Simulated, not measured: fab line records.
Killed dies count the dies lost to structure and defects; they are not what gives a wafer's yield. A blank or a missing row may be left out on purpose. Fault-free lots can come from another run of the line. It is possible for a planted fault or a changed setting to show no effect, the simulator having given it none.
Comparing a struck lot with a sound one + flow sky130 + 14 steps out of a route of 708
Sound: these wafers, L923.3, L923.5, L923.6. Struck: wafers L917.1, L917.5, L917.6. The cause comes at the end.
At each step with rows: each side's tool, then ch and its chambers, then its first start. Under that, the readings that differ: sound wafers + struck wafers + difference of the means + sigmas: that difference in standard deviations of wafers without a fault.
alike: a reading whose means differ by less than 2 such deviations, as well as words and numbers matching on both sides. not compared: withheld readings; readings where some wafer has no value; bounds like >300 that might hide an equal value; numbers whose values overlap and for which the record gives no deviation.
A row with sigmas, a row that says differs or no value, or rows on one side alone: a step with any of these is where the two part. Non-overlapping numbers with no deviation appear without sigmas and do not part them. A reading that every wafer of one side lacks parts them only if that side has two wafers or more.

first, 1 step without rows for these wafers: SKY_NWELL_IMPLANT_24.
SKY_NWELL_STRIP_25: strips in O2/N2.
  sound on plasma asher-02 ch 0,1, day 11 13:11; struck on plasma asher-01 ch 0,1, day 9 10:34
  alike: drypump motor current A, oes product au, strip time to endpoint s
  not compared: rf hours counter h
SKY_NWELL_TW_MEAS_26:
  sound: film metro-03 at day 11 13:17; struck: film metro-03 at day 9 10:40
  alike: NWELL_2_TW
then, 1 step without rows for these wafers: SKY_NWELL_CLEAN_27 (cleans in SC1/SC2, time 142.7 s).
SKY_NWELL_RTA_28: time 30 s.
  sound on rtp anneal-02 ch 0, day 11 13:24; struck on rtp anneal-01 ch 0, day 9 10:46
  alike: lamp power pct, ramp down c per s, wafer_temp_C_max
SKY_NWELL_RS_MEAS_29: the measuring method here is four-point-probe.
  sound: film metro-01 at day 11 13:31; struck: film metro-01 at day 9 10:52
  alike: NWELL_RS
SKY_NWELL_RS_MEAS_31: the measuring method here is four-point-probe.
  sound: film metro-01 at day 11 13:45; struck: film metro-01 at day 9 11:07
  alike: PWDE_RS
then, 4 steps without rows for these wafers: SKY_VT_ADJUST_HVTP_DEHYDRATE_00 (time 60 s); SKY_VT_ADJUST_HVTP_HMDS_01 (prime time 60 s); SKY_VT_ADJUST_HVTP_COAT_02 (resist thk 1140 nm); SKY_VT_ADJUST_HVTP_SOFTBAKE_03 (time 60 s).
SKY_VT_ADJUST_HVTP_EXPOSE_04: exposes mask HVTPM, target cd 380 nm.
  sound on iline stepper-01 ch 0, day 12 01:56; struck on iline stepper-02 ch 0, day 9 22:28
| reading              | sound                | struck               | difference | sigmas |
|----------------------|----------------------|----------------------|------------|--------|
| exposure dose mJ cm2 | 139.78 139.84 139.98 | 138.05 138.08 138.07 | -1.80      | -11    |
  alike: mask
next, for these wafers, 1 step has no rows: SKY_VT_ADJUST_HVTP_PEB_05.
-- the record jumps here: 40 days lie between the struck wafers' starts before and after (it left off in module VT_ADJUST_HVTP and takes up again in module PAD_OPEN, whose first step shown is number 708 of the route) --
SKY_PAD_OPEN_PROBE_99:
  sound: prober-02 at day 51 01:55; struck: prober-01 at day 49 13:13
  alike: killed_at_M0_to_M3, killed_at_M4_up, killed at contacts, killed at front end, killed at other, killed dies, killed open, killed short

WHERE THEY PART
Within this record, at SKY_VT_ADJUST_HVTP_EXPOSE_04 only. Later steps at which nothing parts them and some readings are alike: SKY_PAD_OPEN_PROBE_99.

WHY: the cause the simulator had injected
Drift in process parameters on iline stepper-02 at SKY_VT_ADJUST_HVTP_EXPOSE_04, starting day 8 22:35. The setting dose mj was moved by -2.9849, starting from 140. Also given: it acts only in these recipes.
